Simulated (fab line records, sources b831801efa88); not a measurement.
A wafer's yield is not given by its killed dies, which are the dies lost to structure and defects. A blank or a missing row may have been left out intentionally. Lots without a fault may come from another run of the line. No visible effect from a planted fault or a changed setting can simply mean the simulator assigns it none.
Which tool did it? / flow gf180mcu / 24 lots, 72 wafers sampled, at 6 steps of a route of 602

== WHAT THE GAUGES READ, wafer by wafer ==
GF_V3_CD_MEAS_14: target cd 260 nm.
lot=L074; measured=day 22 16:08; on=cd sem-02; cd nm (nm)=259.7 259.4 258.5
lot=L075; measured=day 22 22:31; on=cd sem-02; cd nm (nm)=259.1 260.2 258.2
lot=L076; measured=day 23 11:43; on=cd sem-01; cd nm (nm)=259.8 262.1 261.2
lot=L077; measured=day 23 13:10; on=cd sem-01; cd nm (nm)=259.0 258.6 259.1
lot=L078; measured=day 23 20:35; on=cd sem-01; cd nm (nm)=259.2 258.4 258.9
lot=L079; measured=day 24 11:09; on=cd sem-01; cd nm (nm)=259.7 258.6 260.1
lot=L080; measured=day 24 13:53; on=cd sem-01; cd nm (nm)=260.1 259.7 259.1
lot=L081; measured=day 25 04:25; on=cd sem-02; cd nm (nm)=259.4 259.7 259.2
lot=L082; measured=day 25 07:37; on=cd sem-01; cd nm (nm)=260.2 260.1 260.1
lot=L083; measured=day 25 10:58; on=cd sem-01; cd nm (nm)=261.7 260.1 260.7
lot=L084; measured=day 25 16:45; on=cd sem-02; cd nm (nm)=263.1 261.0 261.1
lot=L085; measured=day 26 04:41; on=cd sem-01; cd nm (nm)=261.1 260.3 260.2
lot=L086; measured=day 26 12:27; on=cd sem-02; cd nm (nm)=261.9 260.5 260.8
lot=L087; measured=day 27 02:14; on=cd sem-02; cd nm (nm)=259.9 259.7 259.4
lot=L088; measured=day 27 05:28; on=cd sem-02; cd nm (nm)=258.9 259.2 259.8
lot=L089; measured=day 27 11:14; on=cd sem-02; cd nm (nm)=260.1 259.6 259.4
lot=L090; measured=day 27 23:19; on=cd sem-02; cd nm (nm)=260.8 258.3 260.3
lot=L091; measured=day 28 01:56; on=cd sem-02; cd nm (nm)=259.9 259.2 259.7
lot=L092; measured=day 28 05:58; on=cd sem-01; cd nm (nm)=258.7 259.2 258.6
lot=L093; measured=day 28 13:56; on=cd sem-01; cd nm (nm)=259.7 260.1 259.8
lot=L094; measured=day 28 22:24; on=cd sem-01; cd nm (nm)=258.9 260.6 259.0
lot=L095; measured=day 29 05:43; on=cd sem-01; cd nm (nm)=258.5 258.2 259.7
lot=L096; measured=day 29 07:11; on=cd sem-01; cd nm (nm)=258.4 259.4 259.1
lot=L097; measured=day 29 11:45; on=cd sem-01; cd nm (nm)=260.3 259.4 259.8

GF_V4_BOW_MEAS_05.
lot=L074; measured=day 23 16:24; on=film metro-02; V4_BOW (um)=134 138 134
lot=L075; measured=day 24 01:04; on=film metro-04; V4_BOW (um)=126 119 128
lot=L076; measured=day 24 12:53; on=film metro-02; V4_BOW (um)=141 142 150
lot=L077; measured=day 24 15:19; on=film metro-04; V4_BOW (um)=140 132 125
lot=L078; measured=day 24 21:14; on=film metro-02; V4_BOW (um)=131 138 125
lot=L079; measured=day 25 11:46; on=film metro-02; V4_BOW (um)=138 141 132
lot=L080; measured=day 25 14:37; on=film metro-02; V4_BOW (um)=145 150 156
lot=L081; measured=day 26 03:53; on=film metro-04; V4_BOW (um)=120 119 128
lot=L082; measured=day 26 07:15; on=film metro-04; V4_BOW (um)=125 141 130
lot=L083; measured=day 26 11:10; on=film metro-02; V4_BOW (um)=151 142 155
lot=L084; measured=day 26 16:27; on=film metro-04; V4_BOW (um)=136 129 139
lot=L085; measured=day 27 04:23; on=film metro-02; V4_BOW (um)=126 128 144
lot=L086; measured=day 27 12:05; on=film metro-04; V4_BOW (um)=140 120 126
lot=L087; measured=day 28 01:03; on=film metro-02; V4_BOW (um)=146 130 128
lot=L088; measured=day 28 04:10; on=film metro-01; V4_BOW (um)=140 134 145
lot=L089; measured=day 28 10:44; on=film metro-04; V4_BOW (um)=135 147 138
lot=L090; measured=day 28 21:31; on=film metro-02; V4_BOW (um)=134 131 144
lot=L091; measured=day 29 00:21; on=film metro-01; V4_BOW (um)=126 130 121
lot=L092; measured=day 29 04:11; on=film metro-04; V4_BOW (um)=140 139 143
lot=L093; measured=day 29 11:48; on=film metro-01; V4_BOW (um)=131 133 138
lot=L094; measured=day 29 21:25; on=film metro-04; V4_BOW (um)=130 145 129
lot=L095; measured=day 30 03:55; on=film metro-02; V4_BOW (um)=146 147 143
lot=L096; measured=day 30 05:18; on=film metro-02; V4_BOW (um)=136 138 129
lot=L097; measured=day 30 09:28; on=film metro-01; V4_BOW (um)=130 134 128

GF_PASSIVATION_BOW_MEAS_14.
lot=L074; measured=day 29 04:13; on=film metro-01; PASSIVATION_BOW (um)=131 136 134
lot=L075; measured=day 29 10:24; on=film metro-04; PASSIVATION_BOW (um)=125 122 130
lot=L076; measured=day 29 21:47; on=film metro-01; PASSIVATION_BOW (um)=134 137 145
lot=L077; measured=day 29 23:43; on=film metro-02; PASSIVATION_BOW (um)=152 145 135
lot=L078; measured=day 30 05:59; on=film metro-01; PASSIVATION_BOW (um)=131 138 125
lot=L079; measured=day 30 18:37; on=film metro-02; PASSIVATION_BOW (um)=141 145 135
lot=L080; measured=day 30 20:47; on=film metro-04; PASSIVATION_BOW (um)=144 151 156
lot=L081; measured=day 31 07:20; on=film metro-01; PASSIVATION_BOW (um)=135 133 145
lot=L082; measured=day 31 09:29; on=film metro-04; PASSIVATION_BOW (um)=130 147 136
lot=L083; measured=day 31 13:31; on=film metro-01; PASSIVATION_BOW (um)=159 150 164
lot=L084; measured=day 31 18:58; on=film metro-04; PASSIVATION_BOW (um)=140 133 144
lot=L085; measured=day 32 04:10; on=film metro-01; PASSIVATION_BOW (um)=116 118 135
lot=L086; measured=day 32 09:28; on=film metro-04; PASSIVATION_BOW (um)=141 122 129
lot=L087; measured=day 32 20:53; on=film metro-02; PASSIVATION_BOW (um)=147 133 130
lot=L088; measured=day 33 00:36; on=film metro-01; PASSIVATION_BOW (um)=143 138 147
lot=L089; measured=day 33 05:23; on=film metro-02; PASSIVATION_BOW (um)=141 156 146
lot=L090; measured=day 33 13:16; on=film metro-01; PASSIVATION_BOW (um)=140 135 150
lot=L091; measured=day 33 16:52; on=film metro-02; PASSIVATION_BOW (um)=127 131 122
lot=L092; measured=day 33 21:28; on=film metro-01; PASSIVATION_BOW (um)=136 135 139
lot=L093; measured=day 34 02:34; on=film metro-01; PASSIVATION_BOW (um)=125 127 132
lot=L094; measured=day 34 08:59; on=film metro-04; PASSIVATION_BOW (um)=135 149 134
lot=L095; measured=day 34 15:56; on=film metro-01; PASSIVATION_BOW (um)=151 150 146
lot=L096; measured=day 34 16:28; on=film metro-01; PASSIVATION_BOW (um)=132 137 126
lot=L097; measured=day 34 20:46; on=film metro-02; PASSIVATION_BOW (um)=123 128 123

== TOOL THAT RAN EACH LOT (tool first, then ch and the chambers of the sampled wafers, then the start) ==
lot=L074; GF_SAB_STRIP_13=plasma asher-04 ch 0,1, day 15 08:17; GF_V4_CVD_23=cvd w-01 ch 0,1, day 24 15:11; GF_V5_SPUTTER_21=pvd sputter-03, day 27 09:13
lot=L075; GF_SAB_STRIP_13=plasma asher-03 ch 0,1, day 15 16:10; GF_V4_CVD_23=cvd w-01 ch 0,1, day 24 23:53; GF_V5_SPUTTER_21=pvd sputter-01, day 27 16:58
lot=L076; GF_SAB_STRIP_13=plasma asher-01 ch 0,1, day 16 05:02; GF_V4_CVD_23=cvd w-02 ch 0,1, day 25 11:35; GF_V5_SPUTTER_21=pvd sputter-01, day 28 04:12
lot=L077; GF_SAB_STRIP_13=plasma asher-03 ch 0,1, day 16 05:29; GF_V4_CVD_23=cvd w-02 ch 0,1, day 25 13:44; GF_V5_SPUTTER_21=pvd sputter-03, day 28 05:49
lot=L078; GF_SAB_STRIP_13=plasma asher-04 ch 0,1, day 16 14:00; GF_V4_CVD_23=cvd w-02 ch 0,1, day 25 19:51; GF_V5_SPUTTER_21=pvd sputter-03, day 28 12:07
lot=L079; GF_SAB_STRIP_13=plasma asher-01 ch 0,1, day 17 02:59; GF_V4_CVD_23=cvd w-02 ch 0,1, day 26 09:08; GF_V5_SPUTTER_21=pvd sputter-04, day 29 00:41
lot=L080; GF_SAB_STRIP_13=plasma asher-03 ch 0,1, day 17 07:52; GF_V4_CVD_23=cvd w-01 ch 0,1, day 26 12:50; GF_V5_SPUTTER_21=pvd sputter-03, day 29 03:58
lot=L081; GF_SAB_STRIP_13=plasma asher-04 ch 0,1, day 17 19:24; GF_V4_CVD_23=cvd w-02 ch 0,1, day 27 01:06; GF_V5_SPUTTER_21=pvd sputter-04, day 29 15:34
lot=L082; GF_SAB_STRIP_13=plasma asher-01 ch 0,1, day 18 01:23; GF_V4_CVD_23=cvd w-02 ch 0,1, day 27 05:00; GF_V5_SPUTTER_21=pvd sputter-03, day 29 17:44
lot=L083; GF_SAB_STRIP_13=plasma asher-01 ch 0,1, day 18 06:32; GF_V4_CVD_23=cvd w-02 ch 0,1, day 27 08:29; GF_V5_SPUTTER_21=pvd sputter-04, day 29 21:10
lot=L084; GF_SAB_STRIP_13=plasma asher-04 ch 0,1, day 18 15:29; GF_V4_CVD_23=cvd w-01 ch 0,1, day 27 13:57; GF_V5_SPUTTER_21=pvd sputter-01, day 30 03:19
lot=L085; GF_SAB_STRIP_13=plasma asher-04 ch 0,1, day 19 00:19; GF_V4_CVD_23=cvd w-01 ch 0,1, day 28 01:12; GF_V5_SPUTTER_21=pvd sputter-03, day 30 13:14
lot=L086; GF_SAB_STRIP_13=plasma asher-04 ch 0,1, day 19 13:24; GF_V4_CVD_23=cvd w-01 ch 0,1, day 28 08:44; GF_V5_SPUTTER_21=pvd sputter-03, day 30 20:44
lot=L087; GF_SAB_STRIP_13=plasma asher-04 ch 0,1, day 19 23:12; GF_V4_CVD_23=cvd w-02 ch 0,1, day 28 20:41; GF_V5_SPUTTER_21=pvd sputter-04, day 31 07:07
lot=L088; GF_SAB_STRIP_13=plasma asher-03 ch 0,1, day 20 06:29; GF_V4_CVD_23=cvd w-02 ch 0,1, day 29 01:10; GF_V5_SPUTTER_21=pvd sputter-03, day 31 11:58
lot=L089; GF_SAB_STRIP_13=plasma asher-03 ch 0,1, day 20 14:29; GF_V4_CVD_23=cvd w-02 ch 1, day 29 06:56; GF_V5_SPUTTER_21=pvd sputter-01, day 31 16:58
lot=L090; GF_SAB_STRIP_13=plasma asher-03 ch 0,1, day 21 01:03; GF_V4_CVD_23=cvd w-01 ch 0,1, day 29 17:07; GF_V5_SPUTTER_21=pvd sputter-04, day 32 01:30
lot=L091; GF_SAB_STRIP_13=plasma asher-03 ch 0,1, day 21 06:59; GF_V4_CVD_23=cvd w-01 ch 0,1, day 29 20:32; GF_V5_SPUTTER_21=pvd sputter-03, day 32 05:11
lot=L092; GF_SAB_STRIP_13=plasma asher-01 ch 0,1, day 21 13:12; GF_V4_CVD_23=cvd w-01 ch 0,1, day 30 00:32; GF_V5_SPUTTER_21=pvd sputter-03, day 32 08:42
lot=L093; GF_SAB_STRIP_13=plasma asher-01 ch 0,1, day 21 20:56; GF_V4_CVD_23=cvd w-01 ch 0,1, day 30 07:55; GF_V5_SPUTTER_21=pvd sputter-03, day 32 15:08
lot=L094; GF_SAB_STRIP_13=plasma asher-03 ch 0,1, day 22 05:55; GF_V4_CVD_23=cvd w-01 ch 0,1, day 30 16:48; GF_V5_SPUTTER_21=pvd sputter-03, day 32 22:53
lot=L095; GF_SAB_STRIP_13=plasma asher-01 ch 0,1, day 22 17:25; GF_V4_CVD_23=cvd w-01 ch 0,1, day 30 23:06; GF_V5_SPUTTER_21=pvd sputter-01, day 33 05:28
lot=L096; GF_SAB_STRIP_13=plasma asher-01 ch 0,1, day 22 18:54; GF_V4_CVD_23=cvd w-02 ch 0,1, day 31 00:33; GF_V5_SPUTTER_21=pvd sputter-03, day 33 06:08
lot=L097; GF_SAB_STRIP_13=plasma asher-04 ch 0,1, day 22 23:48; GF_V4_CVD_23=cvd w-01 ch 0,1, day 31 04:35; GF_V5_SPUTTER_21=pvd sputter-03, day 33 10:13
- GF_SAB_STRIP_13: strips in O2/N2.
- GF_V4_CVD_23: deposits W, target thk 350 nm, time 104.9 s.
- GF_V5_SPUTTER_21: material Ti, target thk 15 nm, time 80.02 s.

== WHAT THE TOOLS THEMSELVES READ (means of the sampled wafers that have a number; where no wafer has one, the mark that the record gives instead) ==
GF_SAB_STRIP_13.
lot=L074; tool=plasma asher-04; drypump motor current A (A)=5.6; heater power w (W)=285; n2 flow sccm (sccm)=300.5; oes product au (a.u.)=0.710; strip time to endpoint s (s)=12.58
lot=L075; tool=plasma asher-03; drypump motor current A (A)=5.7; heater power w (W)=365; n2 flow sccm (sccm)=299.2; oes product au (a.u.)=0.711; strip time to endpoint s (s)=12.59
lot=L076; tool=plasma asher-01; drypump motor current A (A)=6.1; heater power w (W)=327; n2 flow sccm (sccm)=299.1; oes product au (a.u.)=0.709; strip time to endpoint s (s)=12.58
lot=L077; tool=plasma asher-03; drypump motor current A (A)=5.8; heater power w (W)=356; n2 flow sccm (sccm)=299.8; oes product au (a.u.)=0.711; strip time to endpoint s (s)=12.58
lot=L078; tool=plasma asher-04; drypump motor current A (A)=5.6; heater power w (W)=288; n2 flow sccm (sccm)=299.2; oes product au (a.u.)=0.712; strip time to endpoint s (s)=12.65
lot=L079; tool=plasma asher-01; drypump motor current A (A)=6.1; heater power w (W)=328; n2 flow sccm (sccm)=299.8; oes product au (a.u.)=0.710; strip time to endpoint s (s)=12.61
lot=L080; tool=plasma asher-03; drypump motor current A (A)=5.7; heater power w (W)=359; n2 flow sccm (sccm)=300.2; oes product au (a.u.)=0.713; strip time to endpoint s (s)=12.60
lot=L081; tool=plasma asher-04; drypump motor current A (A)=5.7; heater power w (W)=283; n2 flow sccm (sccm)=299.6; oes product au (a.u.)=0.710; strip time to endpoint s (s)=12.61
lot=L082; tool=plasma asher-01; drypump motor current A (A)=5.6; heater power w (W)=324; n2 flow sccm (sccm)=299.7; oes product au (a.u.)=0.713; strip time to endpoint s (s)=12.58
lot=L083; tool=plasma asher-01; drypump motor current A (A)=6.1; heater power w (W)=328; n2 flow sccm (sccm)=301.0; oes product au (a.u.)=0.713; strip time to endpoint s (s)=12.65
lot=L084; tool=plasma asher-04; drypump motor current A (A)=5.6; heater power w (W)=284; n2 flow sccm (sccm)=300.8; oes product au (a.u.)=0.712; strip time to endpoint s (s)=12.56
lot=L085; tool=plasma asher-04; drypump motor current A (A)=5.4; heater power w (W)=284; n2 flow sccm (sccm)=300.8; oes product au (a.u.)=0.711; strip time to endpoint s (s)=12.66
lot=L086; tool=plasma asher-04; drypump motor current A (A)=5.7; heater power w (W)=286; n2 flow sccm (sccm)=300.2; oes product au (a.u.)=0.712; strip time to endpoint s (s)=12.58
lot=L087; tool=plasma asher-04; drypump motor current A (A)=5.4; heater power w (W)=285; n2 flow sccm (sccm)=300.4; oes product au (a.u.)=0.712; strip time to endpoint s (s)=12.57
lot=L088; tool=plasma asher-03; drypump motor current A (A)=5.7; heater power w (W)=356; n2 flow sccm (sccm)=300.4; oes product au (a.u.)=0.705; strip time to endpoint s (s)=12.63
lot=L089; tool=plasma asher-03; drypump motor current A (A)=5.7; heater power w (W)=354; n2 flow sccm (sccm)=299.2; oes product au (a.u.)=0.706; strip time to endpoint s (s)=12.62
lot=L090; tool=plasma asher-03; drypump motor current A (A)=5.9; heater power w (W)=375; n2 flow sccm (sccm)=300.0; oes product au (a.u.)=0.709; strip time to endpoint s (s)=12.58
lot=L091; tool=plasma asher-03; drypump motor current A (A)=5.9; heater power w (W)=369; n2 flow sccm (sccm)=299.3; oes product au (a.u.)=0.713; strip time to endpoint s (s)=12.62
lot=L092; tool=plasma asher-01; drypump motor current A (A)=6.1; heater power w (W)=331; n2 flow sccm (sccm)=299.2; oes product au (a.u.)=0.710; strip time to endpoint s (s)=12.59
lot=L093; tool=plasma asher-01; drypump motor current A (A)=6.1; heater power w (W)=324; n2 flow sccm (sccm)=300.2; oes product au (a.u.)=0.704; strip time to endpoint s (s)=12.58
lot=L094; tool=plasma asher-03; drypump motor current A (A)=5.8; heater power w (W)=357; n2 flow sccm (sccm)=299.6; oes product au (a.u.)=0.710; strip time to endpoint s (s)=12.61
lot=L095; tool=plasma asher-01; drypump motor current A (A)=5.6; heater power w (W)=326; n2 flow sccm (sccm)=299.1; oes product au (a.u.)=0.705; strip time to endpoint s (s)=12.64
lot=L096; tool=plasma asher-01; drypump motor current A (A)=6.1; heater power w (W)=329; n2 flow sccm (sccm)=299.5; oes product au (a.u.)=0.708; strip time to endpoint s (s)=12.59
lot=L097; tool=plasma asher-04; drypump motor current A (A)=5.4; heater power w (W)=280; n2 flow sccm (sccm)=300.5; oes product au (a.u.)=0.714; strip time to endpoint s (s)=12.58

GF_V4_CVD_23.
lot=L074; tool=cvd w-01; heater power w (W)=865
lot=L075; tool=cvd w-01; heater power w (W)=853
lot=L076; tool=cvd w-02; heater power w (W)=900
lot=L077; tool=cvd w-02; heater power w (W)=900
lot=L078; tool=cvd w-02; heater power w (W)=880
lot=L079; tool=cvd w-02; heater power w (W)=896
lot=L080; tool=cvd w-01; heater power w (W)=875
lot=L081; tool=cvd w-02; heater power w (W)=871
lot=L082; tool=cvd w-02; heater power w (W)=913
lot=L083; tool=cvd w-02; heater power w (W)=871
lot=L084; tool=cvd w-01; heater power w (W)=854
lot=L085; tool=cvd w-01; heater power w (W)=934
lot=L086; tool=cvd w-01; heater power w (W)=866
lot=L087; tool=cvd w-02; heater power w (W)=877
lot=L088; tool=cvd w-02; heater power w (W)=914
lot=L089; tool=cvd w-02; heater power w (W)=963
lot=L090; tool=cvd w-01; heater power w (W)=864
lot=L091; tool=cvd w-01; heater power w (W)=927
lot=L092; tool=cvd w-01; heater power w (W)=870
lot=L093; tool=cvd w-01; heater power w (W)=882
lot=L094; tool=cvd w-01; heater power w (W)=868
lot=L095; tool=cvd w-01; heater power w (W)=921
lot=L096; tool=cvd w-02; heater power w (W)=876
lot=L097; tool=cvd w-01; heater power w (W)=918

GF_V5_SPUTTER_21.
lot=L074; tool=pvd sputter-03; throttle valve pct (%)=29.6
lot=L075; tool=pvd sputter-01; throttle valve pct (%)=30.4
lot=L076; tool=pvd sputter-01; throttle valve pct (%)=29.8
lot=L077; tool=pvd sputter-03; throttle valve pct (%)=29.4
lot=L078; tool=pvd sputter-03; throttle valve pct (%)=29.8
lot=L079; tool=pvd sputter-04; throttle valve pct (%)=30.0
lot=L080; tool=pvd sputter-03; throttle valve pct (%)=30.2
lot=L081; tool=pvd sputter-04; throttle valve pct (%)=29.4
lot=L082; tool=pvd sputter-03; throttle valve pct (%)=29.4
lot=L083; tool=pvd sputter-04; throttle valve pct (%)=29.7
lot=L084; tool=pvd sputter-01; throttle valve pct (%)=30.5
lot=L085; tool=pvd sputter-03; throttle valve pct (%)=29.7
lot=L086; tool=pvd sputter-03; throttle valve pct (%)=29.4
lot=L087; tool=pvd sputter-04; throttle valve pct (%)=29.8
lot=L088; tool=pvd sputter-03; throttle valve pct (%)=29.9
lot=L089; tool=pvd sputter-01; throttle valve pct (%)=29.8
lot=L090; tool=pvd sputter-04; throttle valve pct (%)=28.7
lot=L091; tool=pvd sputter-03; throttle valve pct (%)=28.8
lot=L092; tool=pvd sputter-03; throttle valve pct (%)=29.1
lot=L093; tool=pvd sputter-03; throttle valve pct (%)=29.3
lot=L094; tool=pvd sputter-03; throttle valve pct (%)=29.3
lot=L095; tool=pvd sputter-01; throttle valve pct (%)=30.4
lot=L096; tool=pvd sputter-03; throttle valve pct (%)=29.5
lot=L097; tool=pvd sputter-03; throttle valve pct (%)=29.7

== THE ANSWER, worked out from the rows above alone ==
Rule: usual is defined by the lots themselves. The widest of any qualifying gaps counts: lots, ordered by their means at a reading, are off when they make up no more than a third of the lots, leave a main group of 4 or more, and stand apart from it by 3 or more times the standard deviation of that group's means. Not used: any main group whose means are identical at the precision the tables above print for the reading. A lot without any number at a reading at which 4 lots or more have one is off too. The other lots that the step has rows for count as sound. The gauges are gone through in route order, then the tools' own readings, and for those a lot's mean is taken as printed above. At the first step where some lot is off, the reading lying furthest off is the one used; lots without a number count as furthest.
No lot is off on any of the readings shown, so nothing can be concluded from this.

== WHAT WAS PUT IN BY THE SIMULATOR ==
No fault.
